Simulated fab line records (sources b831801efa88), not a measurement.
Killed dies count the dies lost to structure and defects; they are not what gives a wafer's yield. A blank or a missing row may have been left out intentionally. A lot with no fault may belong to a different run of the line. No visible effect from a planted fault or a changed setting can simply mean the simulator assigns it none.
What tool caused it? :: flow sky130 :: Sampling: 15 lots, 42 wafers, 5 of 708 route steps

## WHAT EACH GAUGE READ, for each wafer
SKY_VIA2_CD_MEAS_12: the cd target is 200 nm. Usual: cd-nm reads 199.8 nm (standard deviation 1.3).
lot: L670
measured: day 35 22:08
on: cd-sem-01
cd-nm (nm): 200.8 200.3 199.1
flag: 

lot: L671
measured: day 36 17:52
on: cd-sem-02
cd-nm (nm): 199.9 201.5 200.3
flag: 

lot: L673
measured: day 37 17:15
on: cd-sem-01
cd-nm (nm): 197.9 197.5 198.6
flag: 

lot: L674
measured: day 37 21:57
on: cd-sem-01
cd-nm (nm): 201.1 200.2 199.8
flag: 

lot: L676
measured: day 38 14:57
on: cd-sem-02
cd-nm (nm): 199.0 198.1 199.6
flag: 

lot: L677
measured: day 38 16:16
on: cd-sem-01
cd-nm (nm): 203.4 202.7 202.2
flag: 

lot: L675
measured: day 38 17:28
on: cd-sem-02
cd-nm (nm): 200.5 199.2 198.1
flag: 

lot: L678
measured: day 39 03:41
on: cd-sem-02
cd-nm (nm): 196.4 196.8 197.5
flag: 

lot: L680
measured: day 40 00:14
on: cd-sem-02
cd-nm (nm): 200.0 201.6 201.2
flag: 

lot: L679
measured: day 40 01:16
on: cd-sem-02
cd-nm (nm): 201.7 201.2
flag: 

lot: L684
measured: day 40 12:51
on: cd-sem-02
cd-nm (nm): 201.1 200.2
flag: 

lot: L685
measured: day 41 01:02
on: cd-sem-02
cd-nm (nm): 199.8 200.2
flag: 

lot: L689
measured: day 42 06:46
on: cd-sem-02
cd-nm (nm): 200.6 200.3 198.4
flag: 

lot: L692
measured: day 42 23:22
on: cd-sem-01
cd-nm (nm): 200.5 200.5 199.6
flag: 

lot: L693
measured: day 43 01:42
on: cd-sem-01
cd-nm (nm): 197.0 198.8 198.0
flag: 

SKY_VIA3_THK_MEAS_01. Usual: for VIA3_HDPCVD_THK the level is 1633 nm and the standard deviation is 18.
lot: L670
measured: day 38 06:25
on: film-metro-02
VIA3_HDPCVD_THK (nm): 1629 1651 1672
flag: 

lot: L671
measured: day 39 01:27
on: film-metro-03
VIA3_HDPCVD_THK (nm): 1633 1609 1624
flag: 

lot: L673
measured: day 39 23:41
on: film-metro-02
VIA3_HDPCVD_THK (nm): 1637 1636 1623
flag: 

lot: L674
measured: day 40 03:43
on: film-metro-03
VIA3_HDPCVD_THK (nm): 1625 1626 1627
flag: 

lot: L676
measured: day 40 18:31
on: film-metro-02
VIA3_HDPCVD_THK (nm): 1624 1599 1618
flag: 

lot: L677
measured: day 40 21:11
on: film-metro-03
VIA3_HDPCVD_THK (nm): 1640 1645 1671
flag: 

lot: L675
measured: day 40 21:50
on: film-metro-01
VIA3_HDPCVD_THK (nm): 1616 1633 1608
flag: 

lot: L678
measured: day 41 08:23
on: film-metro-02
VIA3_HDPCVD_THK (nm): 1636 1659 1631
flag: 

lot: L680
measured: day 42 03:25
on: film-metro-03
VIA3_HDPCVD_THK (nm): 1641 1658 1642
flag: 

lot: L679
measured: day 42 06:40
on: film-metro-03
VIA3_HDPCVD_THK (nm): 1665 1644
flag: 

lot: L684
measured: day 42 16:06
on: film-metro-01
VIA3_HDPCVD_THK (nm): 1632 1630
flag: 

lot: L685
measured: day 43 03:49
on: film-metro-03
VIA3_HDPCVD_THK (nm): 1633 1624
flag: 

lot: L689
measured: day 44 08:05
on: film-metro-02
VIA3_HDPCVD_THK (nm): 1609 1640 1649
flag: 

lot: L692
measured: day 44 23:56
on: film-metro-03
VIA3_HDPCVD_THK (nm): 1632 1647 1664
flag: 

lot: L693
measured: day 45 02:26
on: film-metro-02
VIA3_HDPCVD_THK (nm): 1666 1628 1683
flag: 

## WHICH TOOL RAN EACH LOT (tool, then ch and the chambers of the sampled wafers, then the start)
lot: L670
SKY_METAL3_SPUTTER_02: pvd-sputter-02, day 35 23:41
SKY_METAL3_COAT_08: litho-track-03 ch 0, day 37 15:00
SKY_METAL3_STRIP_19: plasma-asher-03 ch 0,1, day 38 05:38

lot: L671
SKY_METAL3_SPUTTER_02: pvd-sputter-02, day 36 19:29
SKY_METAL3_COAT_08: litho-track-03 ch 0, day 38 11:00
SKY_METAL3_STRIP_19: plasma-asher-03 ch 0,1, day 39 00:41

lot: L673
SKY_METAL3_SPUTTER_02: pvd-sputter-02, day 37 18:47
SKY_METAL3_COAT_08: litho-track-02 ch 0, day 39 09:00
SKY_METAL3_STRIP_19: plasma-asher-02 ch 0,1, day 39 22:54

lot: L674
SKY_METAL3_SPUTTER_02: pvd-sputter-03, day 37 23:31
SKY_METAL3_COAT_08: litho-track-04 ch 0, day 39 14:00
SKY_METAL3_STRIP_19: plasma-asher-02 ch 0,1, day 40 02:56

lot: L676
SKY_METAL3_SPUTTER_02: pvd-sputter-02, day 38 16:31
SKY_METAL3_COAT_08: litho-track-03 ch 0, day 40 04:00
SKY_METAL3_STRIP_19: plasma-asher-02 ch 0,1, day 40 17:43

lot: L677
SKY_METAL3_SPUTTER_02: pvd-sputter-03, day 38 17:51
SKY_METAL3_COAT_08: litho-track-04 ch 0, day 40 07:00
SKY_METAL3_STRIP_19: plasma-asher-03 ch 0,1, day 40 20:26

lot: L675
SKY_METAL3_SPUTTER_02: pvd-sputter-04, day 38 19:02
SKY_METAL3_COAT_08: litho-track-04 ch 0, day 40 07:00
SKY_METAL3_STRIP_19: plasma-asher-02 ch 0,1, day 40 21:04

lot: L678
SKY_METAL3_SPUTTER_02: pvd-sputter-02, day 39 05:16
SKY_METAL3_COAT_08: litho-track-02 ch 0, day 40 19:00
SKY_METAL3_STRIP_19: plasma-asher-02 ch 0,1, day 41 07:38

lot: L680
SKY_METAL3_SPUTTER_02: pvd-sputter-04, day 40 01:50
SKY_METAL3_COAT_08: litho-track-04 ch 0, day 41 13:00
SKY_METAL3_STRIP_19: plasma-asher-03 ch 0, day 42 02:29

lot: L679
SKY_METAL3_SPUTTER_02: pvd-sputter-03, day 40 03:20
SKY_METAL3_COAT_08: litho-track-04 ch 0, day 41 16:00
SKY_METAL3_STRIP_19: plasma-asher-01 ch 1, day 42 05:21

lot: L684
SKY_METAL3_SPUTTER_02: pvd-sputter-03, day 40 14:25
SKY_METAL3_COAT_08: litho-track-04 ch 0, day 42 03:00
SKY_METAL3_STRIP_19: plasma-asher-02 ch 0,1, day 42 15:20

lot: L685
SKY_METAL3_SPUTTER_02: pvd-sputter-04, day 41 02:35
SKY_METAL3_COAT_08: litho-track-04 ch 0, day 42 14:00
SKY_METAL3_STRIP_19: plasma-asher-03 ch 1, day 43 03:02

lot: L689
SKY_METAL3_SPUTTER_02: pvd-sputter-03, day 42 08:43
SKY_METAL3_COAT_08: litho-track-03 ch 0, day 43 19:00
SKY_METAL3_STRIP_19: plasma-asher-03 ch 0,1, day 44 07:19

lot: L692
SKY_METAL3_SPUTTER_02: pvd-sputter-04, day 43 00:56
SKY_METAL3_COAT_08: litho-track-02 ch 0, day 44 10:00
SKY_METAL3_STRIP_19: plasma-asher-02 ch 0,1, day 44 23:10

lot: L693
SKY_METAL3_SPUTTER_02: pvd-sputter-02, day 43 03:16
SKY_METAL3_COAT_08: litho-track-02 ch 0, day 44 13:00
SKY_METAL3_STRIP_19: plasma-asher-02 ch 0,1, day 45 01:40
- SKY_METAL3_SPUTTER_02: material AlCu, target thk 735 nm, time 39.1 s.
- SKY_METAL3_COAT_08: resist thk 1140 nm.
- SKY_METAL3_STRIP_19: strips in O2/N2.

## AS READ BY THE TOOLS THEMSELVES (means over the sampled wafers that have a number; for cases with no such wafer, the mark the record gives instead)
SKY_METAL3_SPUTTER_02. Usual: cathode-dc-power-W 10600 W, standard deviation 2.2; throttle-valve-pct 30.1 %, standard deviation 1.2.
lot: L670
tool: pvd-sputter-02
cathode-dc-power-W (W): 10599
throttle-valve-pct (%): 29.6
flag: 

lot: L671
tool: pvd-sputter-02
cathode-dc-power-W (W): 10601
throttle-valve-pct (%): 30.8
flag: 

lot: L673
tool: pvd-sputter-02
cathode-dc-power-W (W): 10602
throttle-valve-pct (%): 30.3
flag: 

lot: L674
tool: pvd-sputter-03
cathode-dc-power-W (W): 10601
throttle-valve-pct (%): 30.7
flag: 

lot: L676
tool: pvd-sputter-02
cathode-dc-power-W (W): 10601
throttle-valve-pct (%): 29.9
flag: 

lot: L677
tool: pvd-sputter-03
cathode-dc-power-W (W): 10599
throttle-valve-pct (%): 30.4
flag: 

lot: L675
tool: pvd-sputter-04
cathode-dc-power-W (W): 10602
throttle-valve-pct (%): 29.5
flag: 

lot: L678
tool: pvd-sputter-02
cathode-dc-power-W (W): 10601
throttle-valve-pct (%): 30.3
flag: 

lot: L680
tool: pvd-sputter-04
cathode-dc-power-W (W): 10599
throttle-valve-pct (%): 31.4
flag: 

lot: L679
tool: pvd-sputter-03
cathode-dc-power-W (W): 10602
throttle-valve-pct (%): 29.8
flag: 

lot: L684
tool: pvd-sputter-03
cathode-dc-power-W (W): 10600
throttle-valve-pct (%): 30.4
flag: 

lot: L685
tool: pvd-sputter-04
cathode-dc-power-W (W): 10598
throttle-valve-pct (%): 31.4
flag: 

lot: L689
tool: pvd-sputter-03
cathode-dc-power-W (W): 10603
throttle-valve-pct (%): 30.7
flag: 

lot: L692
tool: pvd-sputter-04
cathode-dc-power-W (W): 10601
throttle-valve-pct (%): 29.5
flag: 

lot: L693
tool: pvd-sputter-02
cathode-dc-power-W (W): 10601
throttle-valve-pct (%): 30.6
flag: 

SKY_METAL3_STRIP_19. Usual: drypump-motor-current-A 5.6 A, standard deviation 0.49; o2-flow-sccm 3001 sccm, standard deviation 8.5; oes-product-au 0.500 a.u., standard deviation 0.0058; strip-time-to-endpoint-s 6.48 s, standard deviation 0.091.
lot: L670
tool: plasma-asher-03
drypump-motor-current-A (A): 5.1
o2-flow-sccm (sccm): 3002
oes-product-au (a.u.): 0.498
strip-time-to-endpoint-s (s): 6.45
flag: 

lot: L671
tool: plasma-asher-03
drypump-motor-current-A (A): 5.1
o2-flow-sccm (sccm): 2986
oes-product-au (a.u.): 0.493
strip-time-to-endpoint-s (s): 6.33
flag: 

lot: L673
tool: plasma-asher-02
drypump-motor-current-A (A): 5.9
o2-flow-sccm (sccm): 3006
oes-product-au (a.u.): 0.502
strip-time-to-endpoint-s (s): 6.48
flag: 

lot: L674
tool: plasma-asher-02
drypump-motor-current-A (A): 5.9
o2-flow-sccm (sccm): 2998
oes-product-au (a.u.): 0.495
strip-time-to-endpoint-s (s): 6.42
flag: 

lot: L676
tool: plasma-asher-02
drypump-motor-current-A (A): 5.9
o2-flow-sccm (sccm): 3005
oes-product-au (a.u.): 0.496
strip-time-to-endpoint-s (s): 6.45
flag: 

lot: L677
tool: plasma-asher-03
drypump-motor-current-A (A): 5.1
o2-flow-sccm (sccm): 3001
oes-product-au (a.u.): 0.500
strip-time-to-endpoint-s (s): 6.44
flag: 

lot: L675
tool: plasma-asher-02
drypump-motor-current-A (A): 5.9
o2-flow-sccm (sccm): 3003
oes-product-au (a.u.): 0.495
strip-time-to-endpoint-s (s): 6.48
flag: 

lot: L678
tool: plasma-asher-02
drypump-motor-current-A (A): 5.9
o2-flow-sccm (sccm): 3000
oes-product-au (a.u.): 0.503
strip-time-to-endpoint-s (s): 6.56
flag: 

lot: L680
tool: plasma-asher-03
drypump-motor-current-A (A): 4.8
o2-flow-sccm (sccm): 3004
oes-product-au (a.u.): 0.497
strip-time-to-endpoint-s (s): 6.41
flag: 

lot: L679
tool: plasma-asher-01
drypump-motor-current-A (A): 6.3
o2-flow-sccm (sccm): 3004
oes-product-au (a.u.): 0.526
strip-time-to-endpoint-s (s): 7.06
flag: OFF

lot: L684
tool: plasma-asher-02
drypump-motor-current-A (A): 5.8
o2-flow-sccm (sccm): 3004
oes-product-au (a.u.): 0.522
strip-time-to-endpoint-s (s): 6.98
flag: OFF

lot: L685
tool: plasma-asher-03
drypump-motor-current-A (A): 5.8
o2-flow-sccm (sccm): 3007
oes-product-au (a.u.): 0.551
strip-time-to-endpoint-s (s): 7.58
flag: OFF

lot: L689
tool: plasma-asher-03
drypump-motor-current-A (A): 5.2
o2-flow-sccm (sccm): 3008
oes-product-au (a.u.): 0.503
strip-time-to-endpoint-s (s): 6.58
flag: 

lot: L692
tool: plasma-asher-02
drypump-motor-current-A (A): 5.9
o2-flow-sccm (sccm): 3002
oes-product-au (a.u.): 0.500
strip-time-to-endpoint-s (s): 6.43
flag: 

lot: L693
tool: plasma-asher-02
drypump-motor-current-A (A): 5.9
o2-flow-sccm (sccm): 2998
oes-product-au (a.u.): 0.505
strip-time-to-endpoint-s (s): 6.55
flag: 

## THE ANSWER, worked out from the rows above alone
Rule: a lot counts as off when the mean over its wafers that have a number is more than 3 standard deviations away from the usual mean. A lot without any number at a reading at which 4 lots or more have one is off too. All remaining lots with rows at the step are treated as sound. First the gauges in route order, then the tools' own readings, where a lot's mean is used as printed above. The first step at which some lot is off is used, and at that step the reading that is off furthest; a lot without a number counts as furthest.
Off, at SKY_METAL3_STRIP_19 on strip-time-to-endpoint-s: L679, L684, L685.
A tool fits if, at that step or a process step before it, it ran every lot that is off, and no sound lot after the first of them. One candidate fits, namely litho-track-04 at SKY_METAL3_COAT_08. Its last sound lot is L680 (day 41 13:00), its first lot that is off L679 (day 41 16:00): a fault that began between those two fits.

## WHAT THE SIMULATOR HAD PUT IN
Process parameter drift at SKY_METAL3_COAT_08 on litho-track-04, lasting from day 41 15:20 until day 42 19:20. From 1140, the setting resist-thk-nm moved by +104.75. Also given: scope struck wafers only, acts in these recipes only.
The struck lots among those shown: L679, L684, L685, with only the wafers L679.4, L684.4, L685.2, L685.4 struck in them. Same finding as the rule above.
